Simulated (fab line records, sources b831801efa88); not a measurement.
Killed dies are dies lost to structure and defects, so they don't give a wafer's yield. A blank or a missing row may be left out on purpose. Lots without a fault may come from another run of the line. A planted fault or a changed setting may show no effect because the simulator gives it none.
A struck lot beside a sound one | flow sky130 | 18 steps out of a route of 708
Sound: wafers L127.3, L127.4, L127.5. Struck: wafer L135.4. (L135.2, L135.5 of the same lot were not struck and are left out.) The cause comes at the end.
At each step with rows: each side's tool, then ch and its chambers, then its first start. Under that, the readings that differ: sound wafers | struck wafers | difference of the means | sigmas: that difference in standard deviations of wafers without a fault.
alike: readings whose means differ by less than 2 such deviations, and words and numbers that are the same on both sides. not compared: withheld readings, readings that some wafer has no value for, bounds like >300 that may hide the same value, and numbers for which the record gives no deviation and whose values overlap.
The two part at a step that has a row with sigmas, a row that says differs or no value, or rows on one side only. Numbers that don't overlap but have no deviation are shown without sigmas and don't part them. A reading that every wafer of one side lacks parts them only if that side has two wafers or more.

first, 2 steps without rows for these wafers: SKY_CONTACT_PEB_12; SKY_CONTACT_DEVELOP_13 (develop time 60 s).
SKY_CONTACT_CD_MEAS_14: target cd 170 nm.
  sound on cd_sem-01, day 33 07:40; struck on cd_sem-01, day 35 10:13
  reading    | sound             | struck | difference | sigmas
  cd_nm (nm) | 173.3 173.8 171.4 | 166.6  | -6.2       | -4
SKY_CONTACT_OVL_MEAS_15:
  sound on overlay-02, day 33 07:46; struck on overlay-02, day 35 10:19
  alike: CONTACT_OVL
then, 1 step without rows for these wafers: SKY_CONTACT_ETCH_16 (etches BARC in N2/H2, stops on SiO2, time 45.9 s, target depth 60 nm).
SKY_CONTACT_ETCH_17: etches SiO2 in C4F8/O2/Ar, stops on Si3N4, target depth 340 nm.
  sound on rie_diel-03 ch 1,2, day 33 07:50; struck on rie_diel-02 ch 1, day 35 10:23
  alike: oes_product_au, rf_fwd_power_W
SKY_CONTACT_ETCH_18: etches Si3N4 in CHF3/O2, stops on TiN, time 39 s, target depth 75 nm.
  sound on rie_diel-03 ch 1,2; struck on rie_diel-02 ch 1
  alike: drypump_motor_current_A, oes_product_au, rf_fwd_power_W, throttle_valve_pct
  not compared: rf_hours_counter_h
SKY_CONTACT_STRIP_19: strips in O2/N2.
  sound on plasma_asher-01 ch 0,1, day 33 07:58; struck on plasma_asher-02 ch 1, day 35 10:29
  reading                     | sound       | struck | difference | sigmas
  drypump_motor_current_A (A) | 6.4 5.8 6.4 | 5.4    | -0.8       | -2
  alike: oes_product_au, strip_time_to_endpoint_s
  not compared: rf_hours_counter_h
then, 3 steps without rows for these wafers: SKY_CONTACT_STRIP_20 (strips in post etch residue remover, time 1200 s); SKY_CONTACT_CLEAN_21 (cleans in IPA, time 180 s); SKY_CONTACT_CLEAN_22 (cleans in O3/DIW).
SKY_CONTACT_SPUTTER_23: material TiN, target thk 20 nm, time 80 s.
  sound on pvd_sputter-02, day 33 08:31; struck on pvd_sputter-03, day 35 11:04
  alike: throttle_valve_pct
SKY_CONTACT_CVD_24: deposits W, target thk 340 nm, time 102.12 s.
  sound on cvd_w-01 ch 0,1, day 33 08:37; struck on cvd_w-01 ch 0, day 35 11:08
  reading                               | sound             | struck | difference | sigmas
  model.W_of_CONTACT_CVD_24.thk_nm (nm) | 338.6 344.8 341.5 | 234.5  | -107.1     |
  alike: heater_power_outer_w, heater_power_w
SKY_CONTACT_RS_MEAS_25: measures by four-point-probe.
  sound on film_metro-01, day 33 08:44; struck on film_metro-02, day 35 11:16
  reading               | sound             | struck | difference | sigmas
  CONTACT_W_RS (ohm/sq) | 0.339 0.333 0.336 | 0.492  | +0.156     | +42
SKY_CONTACT_THK_MEAS_26: measures by xrf.
  sound on film_metro-01, day 33 08:50; struck on film_metro-02, day 35 11:22
  reading            | sound       | struck | difference | sigmas
  CONTACT_W_THK (nm) | 340 347 344 | 240    | -104       | -19
SKY_CONTACT_CMP_27: polishes, stops on SiO2, t overpolish 15 s, target thk 0 nm.
  sound on cmp-01 ch 0,1,3, day 33 08:52; struck on cmp-02 ch 1, day 35 11:28
  reading                | sound    | struck | difference | sigmas
  time_to_endpoint_s (s) | 76 81 78 | 59     | -19        | -5
  alike: motor_current_A, platen_rpm
SKY_METAL1_SPUTTER_00: material Ti, target thk 15 nm, time 10 s.
  sound on pvd_sputter-04, day 33 09:10; struck on pvd_sputter-02, day 35 11:43
  alike: throttle_valve_pct
-- the record jumps here: 13 days lie between the struck wafers' starts before and after (it left off in module METAL1 and takes up again in module PAD_OPEN, whose first step shown is number 708 of the route) --
SKY_PAD_OPEN_PROBE_99:
  the record has rows for the struck wafers here (prober-02, day 48 15:21) and none for the sound ones

WHERE THEY PART
First at SKY_CONTACT_CD_MEAS_14; last, within this record, at SKY_PAD_OPEN_PROBE_99.

WHY: what the simulator had put in
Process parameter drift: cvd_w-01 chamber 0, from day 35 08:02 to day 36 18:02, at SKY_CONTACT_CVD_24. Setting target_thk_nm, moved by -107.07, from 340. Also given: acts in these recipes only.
